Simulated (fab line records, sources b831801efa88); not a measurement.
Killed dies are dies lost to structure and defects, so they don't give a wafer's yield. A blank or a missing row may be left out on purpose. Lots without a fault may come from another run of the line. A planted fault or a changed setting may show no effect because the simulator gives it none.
fab line records | flow gf180mcu
record lots=11 wafers=32 last_day=32
route steps=602 shown M4@457 V4@492 V5@563 PASSIVATION@587
lots that met no fault: from a run of the same line without faults
start_h: hours from the record's first day to the start of the lot's first wafer shown | wait_h: hours since the lot's step before | " the same as in the row above | L1.1+2: a row that stands for several wafers | - no value, or no start given | * or withheld: withheld | < > ~ a bound
route shown NAME@n: a module of which the file shows steps, and the number in the route of the first | usual: mean/standard deviation of fault-free wafers | same: alike in all rows | chamber/n: place in a boat | sites: the reading at each site | _std_site: their standard deviation | _edge_site: outer sites' mean less inner sites' | radius_mm: how far each site lies from the wafer's centre | mask NAME#n: copy n | behind: the tool/chamber that last shaped the wafer | hold: why the lot was held/for how many hours/how that ended | device: the transistor (n, p or np) that didn't switch | end of line: the same wafers' tests at the end of the route | a step without rows: its recipe alone | killed: dies lost to structure and defects at the first sort, not the wafer's yield | map: a wafer's dies, x killed, . not, _ none there
set.NAME: the setting as run; set.NAME@STEP: as run at that earlier step | model.NAME: the simulator's own value behind a step, which no gauge read
steps of the route over a sample of lots; a table a step, a row a wafer
services: from which hour (start_h, from the record's first day; less than 0 if before it) a tool's chamber was out of use, for how many hours, and why
## steps
# step GF_M4_SPUTTER_01
# recipe material=TiN target_thk_nm=30 power_w=6500 time_s=25 chamber_pressure_pa=0.4
# usual throttle_valve_pct=29.8/1.3
# columns lot.wafer tool chamber start_h wait_h throttle_valve_pct
L870.4 pvd_sputter-01 - 508.02 0.1 29.6
L870.5 " - " " 27.6
L870.6 " - " " 29.1
L871.1 pvd_sputter-03 - 516.80 0.1 32.4
L871.2 " - " " 29.9
L871.4 " - " " 30.0
L872.2 pvd_sputter-02 - 525.85 0.1 28.4
L872.3 " - " " 30.2
L872.6 " - " " 28.3
L875.2 pvd_sputter-03 - 551.52 0.1 29.9
L875.3 " - " " 32.4
L875.4 " - " " 29.8
L876.1 pvd_sputter-02 - 562.75 0.1 28.2
L876.3 " - " " 31.4
L876.6 " - " " 31.3
L877.1 pvd_sputter-02 - 585.07 0.1 30.3
L877.2 " - " " 31.2
L877.5 " - " " 30.1
L879.1 pvd_sputter-03 - 597.45 0.1 29.9
L879.3 " - " " 28.1
L879.6 " - " " 32.3
L880.2 pvd_sputter-03 - 618.23 0.1 28.3
L880.4 " - " " 29.7
L880.5 " - " " 32.6
L881.4 pvd_sputter-02 - 626.46 0.1 30.2
L881.5 " - " " 30.0
L883.1 pvd_sputter-02 - 636.93 0.1 31.3
L883.3 " - " " 28.3
L883.5 " - " " 31.1
L882.2 pvd_sputter-01 - 638.32 0.1 28.9
L882.5 " - " " 29.5
L882.6 " - " " 27.4
# step GF_V4_ETCH_16
# recipe chemistry=N2/H2 target_depth_a=withheld overetch_a=withheld time_s=withheld target=BARC ion_energy_ev=200 source_w=500 bias_w=100 pressure_mtorr=30 n2_flow_sccm=100 h2_flow_sccm=200
# usual drypump_motor_current_A=5.7/0.42 h2_flow_sccm=200.0/0.57 n2_flow_sccm=100.00/0.29 oes_product_au=0.854/0.0049 throttle_valve_pct=13.225/0.0093
# columns lot.wafer tool chamber start_h wait_h drypump_motor_current_A h2_flow_sccm n2_flow_sccm oes_product_au throttle_valve_pct
L870.4 rie_diel-01 3 555.58 0.0 6.0 200.7 100.23 0.852 13.208
L870.5 " 1 " " 5.2 200.3 100.46 0.863 13.231
L870.6 " 0 " " 5.4 200.1 100.26 0.862 13.232
L871.1 rie_diel-01 1 563.53 0.0 5.2 199.5 100.33 0.849 13.215
L871.2 " 2 " " 6.5 200.1 100.53 0.855 13.211
L871.4 " 0 " " 5.4 199.1 100.25 0.855 13.225
L872.2 rie_diel-01 1 571.78 0.0 5.2 200.5 99.81 0.846 13.221
L872.3 " 0 " " 5.4 200.5 100.09 0.850 13.238
L872.6 " 3 " " 6.0 201.2 100.18 0.861 13.221
L875.2 rie_diel-04 3 596.18 0.0 5.8 199.8 99.85 0.855 13.218
L875.3 " 1 " " 5.7 199.1 100.29 0.857 13.224
L875.4 " 3 " " 5.7 200.4 99.87 0.847 13.217
L876.1 rie_diel-03 0 607.17 0.0 5.9 199.6 100.01 0.855 13.221
L876.3 " 1 " " 4.9 199.7 99.70 0.859 13.214
L876.6 " 2 " " 5.8 200.8 99.64 0.852 13.223
L877.1 rie_diel-01 0 628.23 0.0 5.4 199.8 100.04 0.850 13.219
L877.2 " 1 " " 5.2 199.2 99.57 0.852 13.218
L877.5 " 0 " " 5.4 199.9 100.55 0.858 13.214
L879.1 rie_diel-04 2 640.37 0.0 6.3 199.5 99.83 0.849 13.217
L879.3 " 3 " " 5.7 199.4 99.56 0.852 13.228
L879.6 " 2 " " 6.3 199.7 99.82 0.858 13.209
L880.2 rie_diel-03 1 659.88 0.0 4.9 199.2 99.98 0.850 13.231
L880.4 " 0 " " 5.9 199.1 100.01 0.849 13.226
L880.5 " 1 " " 4.9 199.7 99.69 0.840 13.242
L881.4 rie_diel-03 0 667.58 0.0 5.9 200.0 100.19 0.851 13.212
L881.5 " 2 " " 5.8 199.2 99.56 0.859 13.219
L883.1 rie_diel-04 1 678.07 0.0 5.7 200.8 99.34 0.855 13.234
L883.3 " 0 " " 5.3 199.4 99.67 0.853 13.237
L883.5 " 0 " " 5.3 200.1 100.13 0.854 13.219
L882.2 rie_diel-03 1 678.83 0.0 4.9 200.3 99.08 0.857 13.225
L882.5 " 1 " " 5.0 201.1 99.45 0.855 13.213
L882.6 " 3 " " 5.9 199.4 99.70 0.848 13.244
# step GF_V5_CVD_23
# recipe material=W target_thk_nm=350 time_s=104.9 temp_c=400 pressure_torr=40
# usual heater_power_w=951/31
# columns lot.wafer tool chamber start_h wait_h heater_power_w
L870.4 cvd_w-02 1 623.82 0.1 957
L870.5 " 1 " " 976
L870.6 " 0 " " 956
L871.1 cvd_w-02 1 632.20 0.0 986
L871.2 " 0 " " 961
L871.4 " 1 " " 950
L872.2 cvd_w-02 1 638.85 0.0 974
L872.3 " 0 " " 951
L872.6 " 1 " " 934
L875.2 cvd_w-02 1 662.35 0.0 966
L875.3 " 1 " " 994
L875.4 " 0 " " 960
L876.1 cvd_w-02 1 671.01 0.0 974
L876.3 " 1 " " 968
L876.6 " 1 " " 964
L877.1 cvd_w-02 1 690.36 0.0 952
L877.2 " 0 " " 988
L877.5 " 1 " " 969
L879.1 cvd_w-01 0 702.59 0.0 952
L879.3 " 1 " " 891
L879.6 " 0 " " 947
L880.2 cvd_w-02 1 719.91 0.0 989
L880.4 " 0 " " 964
L880.5 " 0 " " 996
L881.4 cvd_w-02 1 725.85 0.1 973
L881.5 " 1 " " 990
L883.1 cvd_w-02 1 737.56 0.0 958
L883.3 " 0 " " 974
L883.5 " 1 " " 930
L882.2 cvd_w-02 1 738.25 0.0 950
L882.5 " 0 " " 956
L882.6 " 1 " " 948
# step GF_V5_RS_MEAS_24
# recipe thk_meas_gauge=four-point-probe reads=W_of_V5_CVD_23+TiN_of_V5_SPUTTER_22+Ti_of_V5_SPUTTER_21
# usual V5_W_RS=0.326/0.0037
# columns lot.wafer tool chamber start_h wait_h V5_W_RS[ohm/sq]
L870.4 film_metro-02 - 623.96 0.1 0.324
L870.5 " - " " 0.322
L870.6 " - " " 0.322
L871.1 film_metro-02 - 632.31 0.1 0.329
L871.2 " - " " 0.328
L871.4 " - " " 0.324
L872.2 film_metro-01 - 638.98 0.1 0.325
L872.3 " - " " 0.323
L872.6 " - " " 0.328
L875.2 film_metro-02 - 662.48 0.1 0.326
L875.3 " - " " 0.328
L875.4 " - " " 0.324
L876.1 film_metro-02 - 671.13 0.1 0.327
L876.3 " - " " 0.328
L876.6 " - " " 0.327
L877.1 film_metro-01 - 690.48 0.1 0.324
L877.2 " - " " 0.328
L877.5 " - " " 0.328
L879.1 film_metro-04 - 702.70 0.1 0.332
L879.3 " - " " 0.330
L879.6 " - " " 0.333
L880.2 film_metro-02 - 720.05 0.1 0.326
L880.4 " - " " 0.327
L880.5 " - " " 0.327
L881.4 film_metro-02 - 725.99 0.1 0.329
L881.5 " - " " 0.329
L883.1 film_metro-01 - 737.67 0.1 0.637
L883.3 " - " " 0.328
L883.5 " - " " 0.329
L882.2 film_metro-02 - 738.38 0.1 0.652
L882.5 " - " " 0.328
L882.6 " - " " 0.327
# step GF_V5_THK_MEAS_25
# recipe thk_meas_gauge=xrf reads=W_of_V5_CVD_23
# usual V5_W_THK=349/5.6
# columns lot.wafer tool chamber start_h wait_h V5_W_THK[nm]
L870.4 film_metro-02 - 624.05 0.1 351
L870.5 " - " " 351
L870.6 " - " " 351
L871.1 film_metro-02 - 632.43 0.1 343
L871.2 " - " " 347
L871.4 " - " " 351
L872.2 film_metro-01 - 639.09 0.1 360
L872.3 " - " " 363
L872.6 " - " " 358
L875.2 film_metro-02 - 662.59 0.1 345
L875.3 " - " " 345
L875.4 " - " " 346
L876.1 film_metro-02 - 671.25 0.1 344
L876.3 " - " " 345
L876.6 " - " " 344
L877.1 film_metro-01 - 690.60 0.1 357
L877.2 " - " " 351
L877.5 " - " " 352
L879.1 film_metro-04 - 702.82 0.1 341
L879.3 " - " " 342
L879.6 " - " " 341
L880.2 film_metro-02 - 720.16 0.1 349
L880.4 " - " " 345
L880.5 " - " " 347
L881.4 film_metro-02 - 726.08 0.1 343
L881.5 " - " " 343
L883.1 film_metro-01 - 737.79 0.1 181
L883.3 " - " " 349
L883.5 " - " " 348
L882.2 film_metro-02 - 738.49 0.1 176
L882.5 " - " " 343
L882.6 " - " " 347
# step GF_V5_CMP_26
# recipe stop_on=SiO2 down_force_psi=3.5 platen_rpm=60 t_overpolish_s=15 target_thk_nm=0 pad_velocity_m_s=0.94248
# usual motor_current_A=11.9/1.1 time_to_endpoint_s=85/5.2
# columns lot.wafer tool chamber start_h wait_h motor_current_A time_to_endpoint_s
L870.4 cmp-01 2 624.23 0.2 11.9 89
L870.6 " 3 " " 10.3 91
L870.5 " 0 " " 10.9 88
L871.1 cmp-01 1 632.49 0.1 12.5 85
L871.2 " 3 " " 10.0 90
L871.4 " 0 " " 10.8 89
L872.3 cmp-01 3 639.24 0.1 10.3 94
L872.2 " 0 " " 10.4 90
L872.6 " 2 " " 11.5 87
L875.4 cmp-02 2 662.64 0.0 11.0 84
L875.2 " 3 " " 12.7 77
L875.3 " 1 " " 11.1 78
L876.1 cmp-01 0 671.36 0.1 10.5 86
L876.3 " 1 " " 13.4 84
L876.6 " 3 " " 11.1 89
L877.2 cmp-02 3 690.66 0.0 13.1 76
L877.1 " 2 " " 11.0 85
L877.5 " 0 " " 12.9 89
L879.3 cmp-02 2 703.14 0.3 11.4 79
L879.1 " 3 " " 12.6 72
L879.6 " 0 " " 13.7 86
L880.4 cmp-01 3 720.21 0.0 10.9 88
L880.2 " 0 " " 10.8 85
L880.5 " 3 " " 11.1 87
L881.4 cmp-02 2 726.26 0.2 11.3 84
L881.5 " 0 " " 14.3 90
L883.3 cmp-01 2 737.85 0.0 12.2 94
L883.1 " 0 " " 10.8 48
L883.5 " 2 " " 11.7 87
L882.2 cmp-02 3 738.73 0.2 13.6 35
L882.6 " 0 " " 12.6 88
L882.5 " 1 " " 11.4 78
# step GF_PASSIVATION_CVD_00
# recipe material=SiO2 target_thk_nm=1000 precursor=TEOS temp_c=400 time_s=111.95 rf_w=600
# usual heater_power_w=701/110
# columns lot.wafer tool chamber start_h wait_h heater_power_w
L870.4 pecvd-03 1 645.63 0.0 594
L870.5 " 2 " " 810
L870.6 " 0 " " 629
L871.1 pecvd-03 1 653.41 0.0 684
L871.2 " 2 " " 840
L871.4 " 0 " " 745
L872.2 pecvd-01 0 660.28 0.0 733
L872.3 " 0 " " 565
L872.6 " 2 " " 722
L875.2 pecvd-01 0 683.49 0.0 665
L875.3 " 1 " " 611
L875.4 " 2 " " 716
L876.1 pecvd-02 0 691.55 0.0 553
L876.3 " 1 " " 822
L876.6 " 2 " " 553
L877.1 pecvd-01 1 709.94 0.0 719
L877.2 " 0 " " 663
L877.5 " 0 " " 578
L879.1 pecvd-03 1 722.28 0.0 714
L879.3 " 2 " " 911
L879.6 " 0 " " 625
L880.2 pecvd-02 2 739.67 0.0 638
L880.4 " 2 " " 665
L880.5 " 1 " " 740
L881.4 pecvd-01 1 745.49 0.0 576
L881.5 " 0 " " 689
L883.1 pecvd-02 2 755.98 0.0 558
L883.3 " 1 " " 752
L883.5 " 2 " " 625
L882.2 pecvd-02 0 756.37 0.0 631
L882.5 " 1 " " 762
L882.6 " 2 " " 672
## services
# columns tool chamber start_h hours kind
cvd_w-02 1 496.09 9.5 repair
rie_diel-01 - 504.53 2.8 pm
cmp-02 - 505.62 4.6 pm
cvd_w-02 - 511.20 1.7 repair
cvd_w-02 0 534.99 5.9 repair
pecvd-02 - 548.78 1.0 repair
cmp-02 - 554.23 3.8 repair
cmp-01 - 572.00 4.0 pm
pvd_sputter-03 - 580.04 2.1 repair
cmp-01 - 581.49 4.2 pm
pecvd-02 2 586.55 7.4 repair
cmp-02 - 591.20 4.0 pm
pvd_sputter-03 - 603.77 6.6 repair
pecvd-02 - 628.56 4.3 pm
rie_diel-01 - 635.62 0.3 repair
rie_diel-01 1 665.87 4.9 repair
cmp-01 - 678.18 0.7 repair
cvd_w-02 - 683.23 0.5 repair
cmp-01 - 692.00 1.5 repair
pvd_sputter-03 - 702.86 1.3 repair
rie_diel-01 3 727.29 1.2 repair
pvd_sputter-03 - 738.22 5.3 repair
cmp-02 - 744.00 4.0 pm
cvd_w-02 1 745.64 4.6 repair
## key
first_sign step=GF_V5_RS_MEAS_24 reading=V5_W_RS direction=up sigmas=87 usual=0.326 struck=0.644
effect step=GF_V5_THK_MEAS_25 reading=V5_W_THK direction=down sigmas=31 usual=349 struck=179
effect step=GF_V5_CMP_26 reading=time_to_endpoint_s direction=down sigmas=8.5 usual=* struck=*
met_at GF_V5_CVD_23
struck_lots L882,L883
struck_wafers L882.2,L883.1
not_acting_at GF_M4_SPUTTER_01,GF_V4_ETCH_16,GF_PASSIVATION_CVD_00
onset_between 725.85 737.56
fault kind=process_parameter_drift tool=cvd_w-02 chamber=- onset_h=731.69 steps=GF_V5_CVD_23 channel=target_thk_nm offset=-171.07 shape=step end_h=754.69 scope=struck_wafers_only acts_in=these_recipes_only stated=350
